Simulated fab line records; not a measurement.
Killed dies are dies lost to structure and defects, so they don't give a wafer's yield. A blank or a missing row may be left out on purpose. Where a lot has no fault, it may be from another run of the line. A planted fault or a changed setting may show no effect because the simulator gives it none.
fab line records -- flow sky130
record lots=12, wafers=36, lastDay=50
route steps=708 shown FIELD_ISO@15 PWDE@53 NWELL@76 PAD_OPEN@708
lots that met no fault: taken from a fault-free run of the same line
startH: hours from the record's first day to the start of the lot's first wafer shown -- waitH: time in hours since the lot's previous step -- " the same as in the row above -- L1.1+2: several wafers, shown together as one row -- - value missing, or start not given -- * or withheld: withheld -- < > ~ a bound
route shown NAME@n: a module of which the file shows steps, and the number in the route of the first -- usual: mean and standard deviation over wafers with no fault -- same: alike in all rows -- chamber/n: place in a boat -- sites: per-site readings -- _std_site: standard deviation across them -- _edge_site: inner sites' mean taken away from outer sites' mean -- radiusMm: how far each site lies from the wafer's centre -- mask NAME#n: copy n -- behind: tool/chamber where the wafer was last shaped -- hold: the reason the lot was held/the length of the hold in hours/how it ended -- device: the transistor (n, p or np) that didn't switch -- end of line: at the end of the route, the tests of the same wafers -- a step with no rows: only its recipe -- killed: at the first sort, the dies lost to defects and structure; wafer yield is something else -- map: the dies of a wafer, with x for killed, . for not killed, _ for no die there
set.NAME: the run value of the setting; set.NAME@STEP: its run value at that earlier step -- model.NAME: the simulator's own value behind a step, which no gauge read
a sample of lots followed through the steps of the route, with each step as a table and each wafer as a row
services: the hour from which a tool's chamber was out of use, counted from the record's first day as startH (under 0 if before that day), plus the number of hours and why
## steps
# step SKY_FIELD_ISO_ETCH_14
# recipe chemistry=N2/H2, target=BARC, ionEnergyEv=200, sourceW=500, biasW=100, pressureMtorr=30, n2FlowSccm=100, h2FlowSccm=200, stopOn=SiO2, timeS=45.9, targetDepthA=600
# usual drypumpMotorCurrentA=5.7/0.37, oesProductAu=0.854/0.0044, throttleValvePct=13.225/0.0087
lot.wafer,tool,chamber,startH,waitH,drypumpMotorCurrentA,oesProductAu,rfHoursCounterH,throttleValvePct
L665.1,rieDiel-01,2,52.66,0.1,5.9,0.855,3,13.222
L665.3,rieDiel-01,0,52.66,0.1,5.6,0.857,134,13.223
L665.5,rieDiel-01,3,52.66,0.1,5.9,0.847,-,13.223
L666.1,rieDiel-04,3,56.57,0.1,5.7,0.858,85,13.220
L666.3,rieDiel-04,0,56.57,0.1,5.3,0.850,-,13.228
L666.4,rieDiel-04,3,56.57,0.1,5.7,0.853,-,13.240
L668.2,rieDiel-01,2,66.41,0.1,5.9,0.851,3,13.218
L668.3,rieDiel-01,3,66.41,0.1,5.9,0.850,23,13.226
L668.6,rieDiel-01,2,66.41,0.1,5.9,0.852,-,13.221
L670.1,rieDiel-01,2,76.02,0.1,5.9,0.851,3,13.214
L670.4,rieDiel-01,3,76.02,0.1,5.9,0.857,23,13.236
L670.6,rieDiel-01,3,76.02,0.1,5.9,0.850,-,13.226
L672.1,rieDiel-01,3,85.41,0.1,5.9,0.858,23,13.225
L672.3,rieDiel-01,0,85.41,0.1,5.6,0.859,135,13.237
L672.6,rieDiel-01,3,85.41,0.1,5.9,0.850,-,13.246
L673.3,rieDiel-04,3,90.01,0.1,5.7,0.851,86,13.233
L673.4,rieDiel-04,0,90.01,0.1,5.3,0.847,145,13.217
L673.5,rieDiel-04,0,90.01,0.1,5.4,0.860,-,13.204
L674.1,rieDiel-02,1,97.57,0.1,6.2,0.861,51,13.230
L674.3,rieDiel-02,2,97.57,0.1,5.4,0.853,42,13.221
L674.5,rieDiel-02,1,97.57,0.1,6.2,0.858,-,13.220
L675.2,rieDiel-04,3,102.37,0.1,5.6,0.846,86,13.236
L675.3,rieDiel-04,0,102.37,0.1,5.3,0.856,146,13.234
L675.6,rieDiel-04,3,102.37,0.1,5.6,0.853,-,13.221
L677.1,rieDiel-02,3,112.06,0.1,6.4,0.857,31,13.230
L677.2,rieDiel-02,2,112.06,0.1,5.3,0.858,43,13.217
L677.4,rieDiel-02,0,112.06,0.1,6.1,0.848,52,13.214
L678.3,rieDiel-04,3,118.22,0.1,5.6,0.857,86,13.227
L678.4,rieDiel-04,0,118.22,0.1,5.3,0.851,146,13.228
L678.6,rieDiel-04,1,118.22,0.1,4.9,0.854,-,13.215
L679.2,rieDiel-01,3,122.12,0.1,5.9,0.855,24,13.230
L679.4,rieDiel-01,0,122.12,0.1,5.6,0.857,136,13.233
L679.5,rieDiel-01,3,122.12,0.1,5.9,0.849,-,13.224
L683.2,rieDiel-01,1,144.41,0.1,6.0,0.854,151,13.242
L683.4,rieDiel-01,0,144.41,0.1,5.6,0.855,136,13.237
L683.5,rieDiel-01,2,144.41,0.1,5.9,0.854,-,13.238
# step SKY_PWDE_IMPLANT_08
# recipe species=B, energyKev=150, doseCm2=3.6e+12, tiltDeg=withheld
# usual beamEnergyKeV=150.01/0.047, doseIonsCm2=3.601e+12/3.8e+09, faradayCurrentUA=20.4/0.42
lot.wafer,tool,chamber,startH,waitH,beamEnergyKeV,doseIonsCm2,faradayCurrentUA
L665.1,implanter-01,0,93.07,0.0,150.04,3.604e+12,20.4
L665.3,implanter-01,0,93.07,0.0,150.03,3.603e+12,20.5
L665.5,implanter-01,0,93.07,0.0,150.01,3.601e+12,19.9
L666.1,implanter-04,0,95.97,0.0,149.95,3.598e+12,20.7
L666.3,implanter-04,0,95.97,0.0,149.97,3.601e+12,20.4
L666.4,implanter-04,0,95.97,0.0,149.98,3.603e+12,21.2
L668.2,implanter-02,0,109.48,0.0,150.03,3.602e+12,20.2
L668.3,implanter-02,0,109.48,0.0,150.00,3.6e+12,20.7
L668.6,implanter-02,0,109.48,0.0,149.95,3.613e+12,20.8
L670.1,implanter-02,0,119.67,0.0,149.97,3.596e+12,20.1
L670.4,implanter-02,0,119.67,0.0,149.99,3.593e+12,20.0
L670.6,implanter-02,0,119.67,0.0,149.96,3.592e+12,21.1
L672.1,implanter-04,0,128.13,0.0,150.00,3.602e+12,20.5
L672.3,implanter-04,0,128.13,0.0,150.00,3.606e+12,21.1
L672.6,implanter-04,0,128.13,0.0,150.05,3.606e+12,20.4
L673.3,implanter-02,0,136.62,0.1,150.03,3.606e+12,20.7
L673.4,implanter-02,0,136.62,0.1,150.01,3.602e+12,20.5
L673.5,implanter-02,0,136.62,0.1,150.04,3.599e+12,20.8
L674.1,implanter-02,0,141.79,0.0,150.00,3.605e+12,19.7
L674.3,implanter-02,0,141.79,0.0,150.03,3.599e+12,20.2
L674.5,implanter-02,0,141.79,0.0,150.04,3.59e+12,20.3
L675.2,implanter-02,0,145.96,0.0,174.91,3.601e+12,20.6
L675.3,implanter-02,0,145.96,0.0,174.90,3.598e+12,20.3
L675.6,implanter-02,0,145.96,0.0,174.97,3.6e+12,19.9
L677.1,implanter-02,0,157.44,0.0,174.96,3.599e+12,20.1
L677.2,implanter-02,0,157.44,0.0,174.93,3.601e+12,19.3
L677.4,implanter-02,0,157.44,0.0,174.99,3.599e+12,21.1
L678.3,implanter-04,0,164.54,0.1,150.06,3.6e+12,21.0
L678.4,implanter-04,0,164.54,0.1,149.94,3.602e+12,20.5
L678.6,implanter-04,0,164.54,0.1,150.00,3.602e+12,20.6
L679.2,implanter-04,0,170.06,0.0,150.06,3.603e+12,19.6
L679.4,implanter-04,0,170.06,0.0,150.06,3.601e+12,20.7
L679.5,implanter-04,0,170.06,0.0,150.10,3.603e+12,20.7
L683.2,implanter-01,0,191.91,0.0,149.94,3.597e+12,20.1
L683.4,implanter-01,0,191.91,0.0,149.97,3.605e+12,19.8
L683.5,implanter-01,0,191.91,0.0,149.99,3.603e+12,20.5
# step SKY_NWELL_OVL_MEAS_23
# usual NWELL_01_OVL=0.8/1.6
lot.wafer,tool,chamber,startH,waitH,NWELL_01_OVL[nm]
L665.1,overlay-01,-,130.65,-,3.2
L665.3,overlay-01,-,130.65,-,2.6
L665.5,overlay-01,-,130.65,-,2.2
L666.1,overlay-01,-,132.64,-,1.3
L666.3,overlay-01,-,132.64,-,0.6
L666.4,overlay-01,-,132.64,-,0.6
L668.2,overlay-02,-,147.51,-,1.1
L668.3,overlay-02,-,147.51,-,-0.3
L668.6,overlay-02,-,147.51,-,-0.7
L670.1,overlay-02,-,158.74,-,1.3
L670.4,overlay-02,-,158.74,-,1.6
L670.6,overlay-02,-,158.74,-,1.3
L672.1,overlay-01,-,167.29,-,2.4
L672.3,overlay-01,-,167.29,-,0.6
L672.6,overlay-01,-,167.29,-,1.1
L673.3,overlay-02,-,175.37,-,-1.4
L673.4,overlay-02,-,175.37,-,-1.1
L673.5,overlay-02,-,175.37,-,0.3
L674.1,overlay-02,-,179.60,-,3.6
L674.3,overlay-02,-,179.60,-,1.9
L674.5,overlay-02,-,179.60,-,0.9
L675.2,overlay-01,-,184.66,-,1.9
L675.3,overlay-01,-,184.66,-,1.9
L675.6,overlay-01,-,184.66,-,1.7
L677.1,overlay-02,-,197.24,-,-0.1
L677.2,overlay-02,-,197.24,-,-0.4
L677.4,overlay-02,-,197.24,-,-1.5
L678.3,overlay-02,-,205.50,-,1.3
L678.4,overlay-02,-,205.50,-,0.4
L678.6,overlay-02,-,205.50,-,0.4
L679.2,overlay-02,-,211.99,-,-2.2
L679.4,overlay-02,-,211.99,-,-1.7
L679.5,overlay-02,-,211.99,-,-0.2
L683.2,overlay-02,-,236.76,-,-0.8
L683.4,overlay-02,-,236.76,-,-1.6
L683.5,overlay-02,-,236.76,-,-1.2
# step SKY_NWELL_RTA_28
# recipe tempC=1050, timeS=30, idleTempC=650, rampUpCPerS=150, rampDownCPerS=90, ambient=N2
# usual lampPowerPct=25.31/0.058, wafer_temp_C_max=1055.0/0.95
lot.wafer,tool,chamber,startH,waitH,lampPowerPct,wafer_temp_C_max
L665.1,rtpAnneal-02,0,131.05,0.0,25.36,1054.4
L665.3,rtpAnneal-02,0,131.05,0.0,25.31,1054.6
L665.5,rtpAnneal-02,0,131.05,0.0,25.32,1053.7
L666.1,rtpAnneal-01,0,133.03,0.0,25.27,1053.5
L666.3,rtpAnneal-01,0,133.03,0.0,25.31,1055.7
L666.4,rtpAnneal-01,0,133.03,0.0,25.40,1055.7
L668.2,rtpAnneal-02,0,147.92,0.0,25.29,1056.7
L668.3,rtpAnneal-02,0,147.92,0.0,25.20,1055.0
L668.6,rtpAnneal-02,0,147.92,0.0,25.33,1055.2
L670.1,rtpAnneal-02,0,159.20,0.0,25.26,1053.6
L670.4,rtpAnneal-02,0,159.20,0.0,25.32,1054.6
L670.6,rtpAnneal-02,0,159.20,0.0,25.25,1054.2
L672.1,rtpAnneal-01,0,167.69,0.0,25.41,1056.3
L672.3,rtpAnneal-01,0,167.69,0.0,25.23,1054.4
L672.6,rtpAnneal-01,0,167.69,0.0,25.31,1055.7
L673.3,rtpAnneal-01,0,175.83,0.0,25.29,1054.3
L673.4,rtpAnneal-01,0,175.83,0.0,25.23,1054.7
L673.5,rtpAnneal-01,0,175.83,0.0,25.37,1055.9
L674.1,rtpAnneal-01,0,180.00,0.0,25.26,1057.7
L674.3,rtpAnneal-01,0,180.00,0.0,25.36,1054.3
L674.5,rtpAnneal-01,0,180.00,0.0,25.30,1054.6
L675.2,rtpAnneal-02,0,185.07,0.0,25.34,1054.7
L675.3,rtpAnneal-02,0,185.07,0.0,25.38,1056.3
L675.6,rtpAnneal-02,0,185.07,0.0,25.33,1054.6
L677.1,rtpAnneal-02,0,197.63,0.0,25.37,1055.1
L677.2,rtpAnneal-02,0,197.63,0.0,25.37,1054.4
L677.4,rtpAnneal-02,0,197.63,0.0,25.30,1054.8
L678.3,rtpAnneal-02,0,205.92,0.0,25.27,1055.3
L678.4,rtpAnneal-02,0,205.92,0.0,25.23,1056.4
L678.6,rtpAnneal-02,0,205.92,0.0,25.36,1056.5
L679.2,rtpAnneal-01,0,212.40,0.0,25.32,1055.0
L679.4,rtpAnneal-01,0,212.40,0.0,25.31,1056.7
L679.5,rtpAnneal-01,0,212.40,0.0,25.36,1055.6
L683.2,rtpAnneal-01,0,237.17,0.0,25.40,1055.9
L683.4,rtpAnneal-01,0,237.17,0.0,25.24,1053.9
L683.5,rtpAnneal-01,0,237.17,0.0,25.41,1055.5
# step SKY_NWELL_RS_MEAS_31
# recipe thkMeasGauge=four-point-probe
# usual PWDE_RS=5278/17
lot.wafer,tool,chamber,startH,waitH,PWDE_RS[ohm/sq]
L665.1,filmMetro-02,-,131.39,0.1,5276
L665.3,filmMetro-02,-,131.39,0.1,5272
L665.5,filmMetro-02,-,131.39,0.1,5273
L666.1,filmMetro-02,-,133.37,0.1,5287
L666.3,filmMetro-02,-,133.37,0.1,5294
L666.4,filmMetro-02,-,133.37,0.1,5297
L668.2,filmMetro-04,-,148.26,0.1,5307
L668.3,filmMetro-04,-,148.26,0.1,5295
L668.6,filmMetro-04,-,148.26,0.1,5315
L670.1,filmMetro-04,-,159.54,0.1,5305
L670.4,filmMetro-04,-,159.54,0.1,5317
L670.6,filmMetro-04,-,159.54,0.1,5304
L672.1,filmMetro-03,-,168.03,0.1,5269
L672.3,filmMetro-03,-,168.03,0.1,5291
L672.6,filmMetro-03,-,168.03,0.1,5271
L673.3,filmMetro-04,-,176.18,0.1,5291
L673.4,filmMetro-04,-,176.18,0.1,5281
L673.5,filmMetro-04,-,176.18,0.1,5286
L674.1,filmMetro-02,-,180.34,0.1,5268
L674.3,filmMetro-02,-,180.34,0.1,5254
L674.5,filmMetro-02,-,180.34,0.1,5272
L675.2,filmMetro-04,-,185.41,0.1,5234
L675.3,filmMetro-04,-,185.41,0.1,5206
L675.6,filmMetro-04,-,185.41,0.1,5233
L677.1,filmMetro-03,-,197.97,0.1,5235
L677.2,filmMetro-03,-,197.97,0.1,5232
L677.4,filmMetro-03,-,197.97,0.1,5218
L678.3,filmMetro-04,-,206.26,0.1,5286
L678.4,filmMetro-04,-,206.26,0.1,5276
L678.6,filmMetro-04,-,206.26,0.1,5280
L679.2,filmMetro-04,-,212.74,0.1,5270
L679.4,filmMetro-04,-,212.74,0.1,5263
L679.5,filmMetro-04,-,212.74,0.1,5281
L683.2,filmMetro-04,-,237.51,0.1,5290
L683.4,filmMetro-04,-,237.51,0.1,5265
L683.5,filmMetro-04,-,237.51,0.1,5282
# step SKY_PAD_OPEN_PROBE_99
# usual killed_at_M0_to_M3=43/6.5, killed_at_M4_up=3.1/1.8, killedAtContacts=24/5.6, killedAtFrontEnd=15/4.2, killedAtOther=0.3/0.5, killedDies=86/8.9, killedOnRim=17/4.3, killedOpen=47/6.9, killedShort=39/5.9
# same grossDies=492, killedAtBackSide=0
lot.wafer,tool,chamber,startH,waitH,killed_at_M0_to_M3,killed_at_M4_up,killedAtContacts,killedAtFrontEnd,killedAtOther,killedDies,killedOnRim,killedOpen,killedShort
L668.2,prober-01,-,1115.75,0.1,61,2,30,13,0,106,21,68,38
L668.3,prober-01,-,1115.80,0.2,34,2,29,19,1,85,16,51,34
L668.6,prober-01,-,1115.95,0.2,40,4,28,12,2,86,21,53,33
L670.1,prober-01,-,1126.04,0.1,51,4,15,11,0,81,18,32,49
L670.6,prober-01,-,1126.29,0.2,64,4,16,20,0,104,17,52,52
L672.1,prober-01,-,1136.60,0.1,36,7,24,17,0,84,14,48,36
L672.3,prober-01,-,1136.70,0.2,46,7,17,22,0,92,20,51,41
L672.6,prober-01,-,1136.85,0.2,53,4,31,16,0,104,20,49,55
L674.1,prober-01,-,1148.38,0.1,52,7,22,14,0,95,12,52,43
L674.3,prober-01,-,1148.48,0.2,48,2,16,17,0,83,14,46,37
L675.2,prober-02,-,1151.67,0.1,42,3,22,14,0,81,14,52,29
L675.3,prober-02,-,1151.72,0.2,39,4,28,10,0,81,15,46,35
L675.6,prober-02,-,1151.87,0.2,40,4,31,13,0,88,20,40,48
# killed by level:class
L668.2 VIA1:geometricParticle:open=16 VIA2:geometricParticle:open=14 LI_CONTACT:geometricParticle:open=10 CONTACT:geometricParticle:open=9 METAL1:geometricParticle:short=8 CONTACT:geometricParticle:short=7 VIA1:geometricParticle:short=7 VIA3:geometricParticle:open=5
L668.3 VIA1:geometricParticle:open=13 CONTACT:geometricParticle:open=12 FIELD_ISO:geometricParticle:open=8 LI_CONTACT:geometricParticle:open=6 VIA1:geometricParticle:short=6 POLY_GATE:geometricParticle:short=4 LOCAL_INTERCONNECT:geometricParticle:short=4 CONTACT:geometricParticle:short=4
L668.6 CONTACT:geometricParticle:open=11 VIA1:geometricParticle:open=11 VIA2:geometricParticle:open=9 FIELD_ISO:geometricParticle:open=8 LI_CONTACT:geometricParticle:open=6 LOCAL_INTERCONNECT:geometricParticle:short=6 VIA1:geometricParticle:short=6 CONTACT:geometricParticle:short=4
L670.1 VIA1:geometricParticle:open=10 VIA1:geometricParticle:short=9 METAL2:geometricParticle:short=8 METAL1:geometricParticle:short=8 CONTACT:geometricParticle:open=6 CONTACT:geometricParticle:short=5 VIA3:geometricParticle:short=4 VIA2:geometricParticle:open=4
L670.6 VIA1:geometricParticle:open=10 VIA3:geometricParticle:open=9 FIELD_ISO:geometricParticle:open=8 METAL1:geometricParticle:short=8 VIA1:geometricParticle:short=8 METAL2:geometricParticle:short=6 VIA2:geometricParticle:open=6 FIELD_ISO:geometricParticle:short=5
L672.1 VIA1:geometricParticle:open=11 CONTACT:geometricParticle:open=10 CONTACT:geometricParticle:short=7 VIA2:geometricParticle:open=6 METAL4:geometricParticle:short=6 FIELD_ISO:geometricParticle:open=4 FIELD_ISO:geometricParticle:short=4 SPACER:geometricParticle:open=4
L672.3 VIA1:geometricParticle:open=10 VIA3:geometricParticle:open=9 VIA2:geometricParticle:open=7 VIA1:geometricParticle:short=6 METAL1:geometricParticle:short=6 LI_CONTACT:geometricParticle:open=5 FIELD_ISO:geometricParticle:open=4 POLY_GATE:geometricParticle:open=4
L672.6 VIA1:geometricParticle:open=13 CONTACT:geometricParticle:open=11 METAL1:geometricParticle:short=8 LOCAL_INTERCONNECT:geometricParticle:short=7 METAL2:geometricParticle:short=7 FIELD_ISO:geometricParticle:open=6 LI_CONTACT:geometricParticle:open=6 CONTACT:geometricParticle:short=6
L674.1 VIA2:geometricParticle:open=11 CONTACT:geometricParticle:open=10 VIA1:geometricParticle:short=8 LI_CONTACT:geometricParticle:open=7 VIA1:geometricParticle:open=7 METAL2:geometricParticle:short=7 VIA3:geometricParticle:open=6 METAL4:geometricParticle:short=6
L674.3 VIA1:geometricParticle:open=9 METAL2:geometricParticle:short=8 VIA3:geometricParticle:open=7 VIA2:geometricParticle:open=7 FIELD_ISO:geometricParticle:open=6 VIA1:geometricParticle:short=5 LI_CONTACT:geometricParticle:open=4 CONTACT:geometricParticle:open=4
L675.2 VIA1:geometricParticle:open=12 LI_CONTACT:geometricParticle:open=7 CONTACT:geometricParticle:open=7 VIA3:geometricParticle:open=7 METAL1:geometricParticle:short=5 VIA2:geometricParticle:open=4 POLY_GATE:geometricParticle:open=3 LOCAL_INTERCONNECT:geometricParticle:short=3
L675.3 VIA1:geometricParticle:open=13 CONTACT:geometricParticle:open=8 LI_CONTACT:geometricParticle:open=6 METAL2:geometricParticle:short=6 LI_CONTACT:geometricParticle:short=5 LOCAL_INTERCONNECT:geometricParticle:short=5 VIA2:geometricParticle:open=4 FIELD_ISO:geometricParticle:open=3
L675.6 VIA1:geometricParticle:open=13 CONTACT:geometricParticle:open=9 LI_CONTACT:geometricParticle:open=8 CONTACT:geometricParticle:short=7 LI_CONTACT:geometricParticle:short=6 METAL1:geometricParticle:short=5 POLY_GATE:geometricParticle:short=4 METAL3:geometricParticle:short=4
## services
tool,chamber,startH,hours,kind
rieDiel-01,-,37.88,2.0,repair
rtpAnneal-01,-,40.39,1.0,pm
rieDiel-04,2,44.47,-,clean
rieDiel-04,2,44.47,18.7,scheduledDown
rieDiel-04,2,44.47,18.7,ventCycle
rieDiel-04,1,52.18,5.1,repair
rieDiel-02,2,52.27,2.5,repair
rieDiel-02,0,80.75,4.8,repair
rieDiel-01,3,95.34,17.3,repair
implanter-01,-,98.75,4.9,pm
rieDiel-04,1,133.27,-,clean
rieDiel-02,1,136.41,6.3,repair
implanter-04,-,151.79,1.6,repair
implanter-02,-,158.05,2.7,repair
rieDiel-01,1,172.54,-,clean
rieDiel-01,1,172.54,21.2,scheduledDown
rieDiel-01,1,172.54,21.2,ventCycle
implanter-04,-,173.17,3.6,repair
rieDiel-04,1,179.42,6.4,repair
rieDiel-02,-,180.55,14.6,pm
rieDiel-04,2,188.53,4.3,repair
rieDiel-02,0,200.58,2.4,repair
implanter-02,-,206.39,3.0,pm
implanter-04,-,216.29,1.8,repair
## key
firstSign step=SKY_PWDE_IMPLANT_08, reading=beamEnergyKeV, direction=up, sigmas=99+, usual=*, struck=*
effect step=SKY_NWELL_RS_MEAS_31, reading=PWDE_RS, direction=down, sigmas=3, usual=5278, struck=5226
metAt SKY_PWDE_IMPLANT_08
struckLots L675,L677
testerLeftOut L675,L677
notActingAt SKY_FIELD_ISO_ETCH_14,SKY_NWELL_OVL_MEAS_23,SKY_NWELL_RTA_28
onsetBetween 141.79 145.96
fault kind=processParameterDrift, tool=implanter-02, chamber=-, onsetH=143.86, steps=SKY_PWDE_IMPLANT_08, channel=energyKev, offset=*, shape=step, endH=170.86, actsIn=*, stated=*
# testerLeftOut: of these lots the tester's yield and bins aren't shown, on N5 and GAA mostly nor the transistor test; their killed dies are dies lost to structure and defects alone, not to doping, threshold or leakage, so they don't give the yield
